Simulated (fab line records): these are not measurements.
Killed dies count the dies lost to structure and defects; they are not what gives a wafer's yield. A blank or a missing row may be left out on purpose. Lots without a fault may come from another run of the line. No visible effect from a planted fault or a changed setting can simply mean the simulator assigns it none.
Struck lot and sound lot, side by side | flow sky130 | 18 steps out of a route of 708
Sound: the wafers L460.1, L460.3, L460.4. The struck wafers were L478.1, L478.2, L478.4. The cause is named last.
Each step with rows lists, per side, the tool, then ch with its chambers, then its first start. Under that, the readings that differ: sound wafers | struck wafers | difference of the means | sigmas: that difference in standard deviations of wafers without a fault.
alike: same words and numbers on both sides, and readings whose means sit less than 2 such deviations apart. not compared: any withheld reading, any reading some wafer has no value for, any bound like >300 that may hide the same value, and any number with overlapping values for which the record gives no deviation.
The two part at a step that has a row with sigmas, a row that says differs or no value, or rows on one side only. Numbers that have no deviation but don't overlap get no sigmas and don't part them. A reading missing from all wafers of one side parts the sides only when that side holds two or more wafers.

first, 1 step without rows for these wafers: SKY_LOCAL_INTERCONNECT_CLEAN_18 (cleans in O3/DIW).
SKY_CONTACT_CVD_00: deposits Si3N4, target thk 75 nm.
  sound on pecvd-02 ch 0,1,2, day 31 06:34; struck on pecvd-02 ch 1,2, day 36 21:55
  alike: heater power w
SKY_CONTACT_THK_MEAS_01:
  sound on film metro-03 at day 31 06:36; struck on film metro-02 at day 36 21:57
  alike: CONTACT_CVD_00_THK
then, 1 step without rows for these wafers: SKY_CONTACT_HDPCVD_02 (deposits SiO2, target thk 565 nm, time 94.2 s).
SKY_CONTACT_THK_MEAS_03:
  sound on film metro-02 at day 31 06:44; struck on film metro-03 at day 36 22:05
  alike: CONTACT_HDPCVD_THK
SKY_CONTACT_CMP_04: polishes SiO2.
  sound on cmp-01 ch 1,2,3, day 31 06:47; struck on cmp-01 ch 0,1,3, day 36 22:08
  alike: motor current A, time to endpoint s
SKY_CONTACT_BOW_MEAS_05:
  sound on film metro-04 at day 31 07:05; struck on film metro-04 at day 36 22:26
  alike: CONTACT_BOW
then, 5 steps without rows for these wafers: SKY_CONTACT_DEHYDRATE_06 (time 60 s); SKY_CONTACT_HMDS_07 (prime time 60 s); SKY_CONTACT_COAT_08 (resist thk 60 nm); SKY_CONTACT_COAT_09 (resist thk 450 nm); SKY_CONTACT_SOFTBAKE_10 (time 90 s).
SKY_CONTACT_EXPOSE_11: exposes mask CTM1, target cd 170 nm.
  sound on krf scanner-01 ch 0, day 31 20:41; struck on krf scanner-01 ch 0, day 37 11:34
  reading                         | sound             | struck            | difference | sigmas
  model.CONTACT.overlay x nm (nm) | 2.241 2.241 2.241 | 49.97 49.97 49.97 | +47.73     |
  alike: mask
then, 2 steps without rows for these wafers: SKY_CONTACT_PEB_12; SKY_CONTACT_DEVELOP_13 (develop time 60 s).
SKY_CONTACT_CD_MEAS_14 targets a cd of 170 nm.
  sound on cd sem-02 at day 32 10:25; struck on cd sem-02 at day 38 00:24
  alike: cd nm
SKY_CONTACT_OVL_MEAS_15:
  sound on overlay-02 at day 32 10:32; struck on overlay-02 at day 38 00:31
  reading          | sound    | struck   | difference | sigmas
  CONTACT_OVL (nm) | -5 -1 -4 | 41 36 46 | +44        | +9
SKY_CONTACT_ETCH_16: etches BARC in N2/H2, stops on SiO2, time 45.9 s, target depth 60 nm.
  sound on rie diel-01 ch 1,2,3, day 32 10:34; struck on rie diel-01 ch 0,1,2, day 38 00:33
  alike: bias w, drypump motor current A, oes product au, throttle valve pct
  not compared: rf hours counter h

== WHERE THEY PART ==
SKY_CONTACT_OVL_MEAS_15 only, going by this record. Later steps at which nothing parts them and some readings are alike: SKY_CONTACT_ETCH_16.

WHY: the cause the simulator had injected
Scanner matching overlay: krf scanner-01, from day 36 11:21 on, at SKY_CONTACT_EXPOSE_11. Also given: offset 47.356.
